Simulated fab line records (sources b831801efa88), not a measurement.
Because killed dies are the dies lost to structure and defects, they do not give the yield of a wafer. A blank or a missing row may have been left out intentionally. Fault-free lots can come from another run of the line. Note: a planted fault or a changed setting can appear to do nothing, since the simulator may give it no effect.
A struck lot beside a sound one    flow sky130    35 out of 708 route steps
Sound: wafers L132.2, L132.4, L132.6. Struck: wafers L138.4, L138.6. (L138.2 of the same lot was not struck and is left out.) The cause comes at the end.
Each step with rows lists, per side, the tool, then ch with its chambers, then its first start. Under that, the readings that differ: sound wafers    struck wafers    difference of the means    sigmas: that difference in standard deviations of wafers without a fault.
alike: same words and numbers on both sides, and readings whose means sit less than 2 such deviations apart. not compared: any withheld reading, any reading some wafer has no value for, any bound like >300 that may hide the same value, and any number with overlapping values for which the record gives no deviation.
Wherever a step has rows on one side only, a row that says differs or no value, or a row with sigmas, the two part there. Non-overlapping numbers with no deviation appear without sigmas and do not part them. Lack of a reading on every wafer of one side parts them only where that side has two or more wafers.

first, 8 steps without rows for these wafers: SKY_VIA2_ETCH_14 (etches BARC in N2/H2, stops on SiO2, time 45.9 s, target depth 60 nm); SKY_VIA2_ETCH_15 (etches SiO2 in C4F8/O2/Ar, stops on TiN, target depth 546 nm, time 84 s); SKY_VIA2_STRIP_16 (strips in O2/N2); SKY_VIA2_STRIP_17 (strips in post etch residue remover, time 1200 s); SKY_VIA2_CLEAN_18 (cleans in IPA, time 180 s); SKY_VIA2_CLEAN_19 (cleans in O3/DIW); SKY_VIA2_SPUTTER_20 (material TiN, target thk 20 nm, time 80 s); SKY_VIA2_CVD_21 (deposits W, target thk 420 nm, time 126.4 s).
SKY_VIA2_CMP_24: polishes, stops on SiO2, t overpolish 20 s, target thk 0 nm.
  sound on cmp-01 ch 0,1,2, day 37 01:34; struck on cmp-02 ch 0, day 39 00:59
  alike: motor_current_A, overpolish_run_s, time_to_endpoint_s
then, 25 steps without rows for these wafers: SKY_METAL3_SPUTTER_00 (material Ti, target thk 15 nm, time 10 s); SKY_METAL3_SPUTTER_01 (material TiN, target thk 20 nm, time 16.7 s); SKY_METAL3_SPUTTER_02 (material AlCu, target thk 735 nm, time 39.1 s); SKY_METAL3_SPUTTER_03 (material Ti, target thk 5 nm, time 3.3 s); SKY_METAL3_SPUTTER_04 (material TiN, target thk 70 nm, time 58.3 s); SKY_CAPM_CVD_00 (deposits SiO2, target thk 15.5 nm); SKY_CAPM_SPUTTER_02 (material TiN, target thk 200 nm, time 166.7 s); SKY_CAPM_DEHYDRATE_05 (time 60 s); SKY_CAPM_HMDS_06 (prime time 60 s); SKY_CAPM_COAT_07 (resist thk 1140 nm); SKY_CAPM_SOFTBAKE_08 (time 60 s); SKY_CAPM_EXPOSE_09 (exposes mask CAPM, target cd 1000 nm); SKY_CAPM_PEB_10; SKY_CAPM_DEVELOP_11 (develop time 60 s); SKY_CAPM_METAL_ETCH_13 (etches TiN in Cl2/BCl3, stops on SiO2, target depth 220 nm, time 62.9 s); SKY_CAPM_STRIP_14 (strips in O2/N2); SKY_CAPM_STRIP_15 (strips in post etch residue remover, time 1200 s); SKY_CAPM_CLEAN_16 (cleans in IPA, time 180 s); SKY_CAPM_CLEAN_17 (cleans in O3/DIW); SKY_METAL3_DEHYDRATE_05 (time 60 s); SKY_METAL3_HMDS_06 (prime time 60 s); SKY_METAL3_COAT_07 (resist thk 60 nm); SKY_METAL3_COAT_08 (resist thk 1140 nm); SKY_METAL3_SOFTBAKE_09 (time 90 s); SKY_METAL3_EXPOSE_10 (exposes mask MM3, target cd 300 nm).
-- the record jumps here: 9 days lie between the struck wafers' starts before and after (it left off in module METAL3 and takes up again in module PAD_OPEN, whose first step shown is number 708 of the route) --
SKY_PAD_OPEN_PROBE_99:
  sound on prober-01, day 46 07:08; struck on prober-01, day 48 00:52
reading                                sound              struck       difference  sigmas
defect_limited_yield (%)               82.5 82.3 80.9     65.2 67.9    -15.3       -8
killed_at_M0_to_M3                     54 42 53           130 126      +78         +11
killed_dies                            86 87 94           171 158      +76         +8
killed_on_rim                          16 13 14           33 33        +19         +5
sort_bin_5_function (%)                10.8 11.0 11.4     19.7 19.9    +8.7        +6
sort_bin_6_memory (%)                  5.1 5.7 6.3        12.2 10.8    +5.8        +5
sort_n_pass                            406 405 398        321 334      -76         -8
sort_yield_pct (%)                     82.5 82.3 80.9     65.2 67.9    -15.3       -8
model.etest.tester.sort_n_pass         406 405 398        321 334      -76         
model.etest.tester.sort_yield_pct (%)  82.52 82.32 80.89  65.24 67.89  -15.34      
model.etest.tester.sort_bin_5_pct (%)  10.77 10.98 11.38  19.72 19.92  +8.78       
model.etest.tester.sort_bin_6_pct (%)  5.081 5.691 6.301  12.2 10.77   +5.8        
  alike: killed_at_M4_up, killed_at_contacts, killed_at_front_end, killed_at_other, killed_open, killed_short, sort_bin_3_pad_short
  not compared: model.etest.tester.sort_bin_3_pct

== WHERE THEY PART ==
Within this record, at SKY_PAD_OPEN_PROBE_99 only.

WHY: what the simulator had put in
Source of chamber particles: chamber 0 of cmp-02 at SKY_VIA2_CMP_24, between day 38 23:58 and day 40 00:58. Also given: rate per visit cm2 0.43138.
